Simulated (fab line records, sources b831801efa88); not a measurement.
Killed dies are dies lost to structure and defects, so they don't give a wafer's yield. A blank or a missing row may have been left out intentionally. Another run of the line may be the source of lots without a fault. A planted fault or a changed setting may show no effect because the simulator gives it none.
Lot-split experiment + flow gf180mcu + 5 lots, 23 wafers read, on a route of 602 steps

## ON THE SPLIT
At GF_M3_PEB_12 (peb time 90 s), the setting peb-temp-c was moved away from the recipe's 135 C on 8 of the 23 wafers read, by -3.0% to +1.3%. This setting was run at the recipe's value on the other wafers.

## SPLIT TO READING: what lies between them in the file, 1 step
- GF_M3_DEVELOP_13: develop time 60 s

## THE READING
cd-nm, in nm, at GF_M3_CD_MEAS_14 (target cd 280 nm). Fault-free wafers of this fab line usually give 280.1 nm, standard deviation 1.2 nm.

| wafer  | tool, chamber at the split | peb-temp-c as run, C | against the recipe | cd-nm, nm | against lot-mates on the recipe |
|--------|----------------------------|----------------------|--------------------|-----------|---------------------------------|
| L075.1 | litho-track-04, 0          | 135                  | recipe             | 281.2     | -                               |
| L075.2 | litho-track-04, 0          | 131                  | -3.0%              | 293.8     | +12.4                           |
| L075.3 | litho-track-04, 0          | 131                  | -3.0%              | 294.6     | +13.2                           |
| L075.5 | litho-track-04, 0          | 135                  | recipe             | 281.5     | -                               |
| L075.6 | litho-track-04, 0          | 131                  | -3.0%              | 294.4     | +13.0                           |
| L077.1 | litho-track-02, 0          | 135                  | recipe             | 281.3     | -                               |
| L077.2 | litho-track-02, 0          | 135                  | recipe             | 280.1     | -                               |
| L077.5 | litho-track-02, 0          | 135                  | recipe             | 280.8     | -                               |
| L082.1 | litho-track-04, 0          | 136.8                | +1.3%              | 276.5     | -4.2                            |
| L082.2 | litho-track-04, 0          | 135                  | recipe             | 280.8     | -                               |
| L082.4 | litho-track-04, 0          | 136.8                | +1.3%              | 275.8     | -4.9                            |
| L082.5 | litho-track-04, 0          | 136.8                | +1.3%              | 276.3     | -4.4                            |
| L082.6 | litho-track-04, 0          | 135                  | recipe             | 280.7     | -                               |
| L083.1 | litho-track-04, 0          | 135                  | recipe             | 278.6     | -                               |
| L083.2 | litho-track-04, 0          | 135                  | recipe             | 278.4     | -                               |
| L083.3 | litho-track-04, 0          | 135                  | recipe             | 277.5     | -                               |
| L083.5 | litho-track-04, 0          | 135                  | recipe             | 279.6     | -                               |
| L083.6 | litho-track-04, 0          | 135                  | recipe             | 278.1     | -                               |
| L084.1 | litho-track-03, 0          | 135                  | recipe             | 281.0     | -                               |
| L084.3 | litho-track-03, 0          | 132.4                | -1.9%              | 287.9     | +7.3                            |
| L084.4 | litho-track-03, 0          | 135                  | recipe             | 279.1     | -                               |
| L084.5 | litho-track-03, 0          | 132.4                | -1.9%              | 289.5     | +8.9                            |
| L084.6 | litho-track-03, 0          | 135                  | recipe             | 281.7     | -                               |

THE FIT
A straight line over all 23 wafers: cd-nm changes by -4.38 nm for each +1% of peb-temp-c; r = -0.97; the points scatter about the line by 1.4 nm.
The same after taking each lot's own level away (the mean of its wafers on the recipe; 23 wafers): -4.15 nm for each +1%; r = -0.99; scatter 0.74 nm.
According to that fit, moving peb-temp-c by its largest amount changes the reading by 12 nm.
Across the lots, their own levels run from 278.44 to 281.35 nm, a range of 2.4 times the standard deviation given above.
The two slopes agree, so the slope changes little with the lot-to-lot level.
Check: +12.5 nm against its lot-mates is what the line predicts for one of the wafers moved furthest among these (-3.0%) when that wafer is left out of the fit. It came out at +12.4 nm against them.

## OTHER SPLITS ON THESE WAFERS
Before the reading, these wafers also passed through other splits. Each is held against what the fit with the lots' levels taken away leaves over:
| other split on the same wafers       | wafers away from the commonest value | r with cd-nm (lot level and that fit taken away) |
|--------------------------------------|--------------------------------------|--------------------------------------------------|
| GF_M2_EXPOSE_11 dose-mj              | 8                                    | -0.05                                            |
| GF_M2_METAL_ETCH_16 icp-w            | 10                                   | +0.35                                            |
| GF_M3_SPUTTER_00 chamber-pressure-pa | 10                                   | -0.04                                            |
| GF_M3_SPUTTER_01 power-w             | 9                                    | -0.40                                            |
| GF_M3_COAT_09 resist-thk-nm          | 6                                    | +0.35                                            |

## THE FILE'S OWN FIT
cd-nm changes by -4.2 nm for each +1% of peb-temp-c, r = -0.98.
